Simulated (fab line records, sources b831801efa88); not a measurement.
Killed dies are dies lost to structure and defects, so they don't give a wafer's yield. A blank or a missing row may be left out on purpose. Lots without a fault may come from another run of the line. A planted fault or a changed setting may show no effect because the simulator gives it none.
One fault seen from 2 desks | flow sky130 | each desk has only its own numbers; what lay behind them comes last

THE TOOL OWNER'S DESK: pecvd-01
The tool's own readings at SKY_PASSIVATION_CVD_02 (deposits Si3N4, target thk 540 nm): means of the sampled wafers that have a number, for each lot that ran on this tool. A lot is out of limits, marked OUT, if its mean lies more than 4 standard deviations from the usual mean; the brackets give that distance.
Columns: A = heater_power_outer_w at SKY_PASSIVATION_CVD_02, usual 450 W; B = heater_power_w at SKY_PASSIVATION_CVD_02, usual 745 W
lot  | first seen here | A   | B
L149 | day 45 15:11    | 489 | 813
L153 | day 46 13:00    | 481 | 789
L154 | day 46 14:25    | 437 | 726
L157 | day 47 18:04    | 499 | 825
L160 | day 48 07:12    | 479 | 796
This desk's finding: nothing out of limits on any of the 5 lots.

THE METROLOGY DESK
What the gauges read, lot by lot, whatever tool the lot ran on: means of the sampled wafers that have a number. A lot is out of limits, marked OUT, if its mean lies more than 4 standard deviations from the usual mean; the brackets give that distance.
Columns: A = VIA4_W_RS at SKY_VIA4_RS_MEAS_19, usual 0.2273 ohm/sq; B = PASSIVATION_CVD_02_THK at SKY_PASSIVATION_THK_MEAS_03, usual 540 nm
lot  | first seen here | A      | B
L148 | day 44 02:25    | 0.2307 | 544
L149 | day 44 13:47    | 0.2279 | 546
L151 | day 44 16:27    | 0.2264 | 536
L153 | day 45 13:49    | 0.2241 | 544
L154 | day 45 15:41    | 0.2293 | 536
L155 | day 45 20:59    | 0.2267 | 548
L156 | day 46 06:45    | 0.2264 | 546
L157 | day 46 20:58    | 0.2276 | 554
L158 | day 46 21:18    | 0.2274 | 538
L160 | day 47 10:36    | 0.2290 | 560
L166 | day 48 13:45    | 0.2282 | 542
L169 | day 48 22:33    | 0.2278 | 527
This desk's finding: nothing out of limits on any of the 12 lots.

PUT TOGETHER
The tool owner's desk saw nothing out of limits.
The metrology desk saw nothing out of limits.

WHAT THE SIMULATOR HAD PUT IN
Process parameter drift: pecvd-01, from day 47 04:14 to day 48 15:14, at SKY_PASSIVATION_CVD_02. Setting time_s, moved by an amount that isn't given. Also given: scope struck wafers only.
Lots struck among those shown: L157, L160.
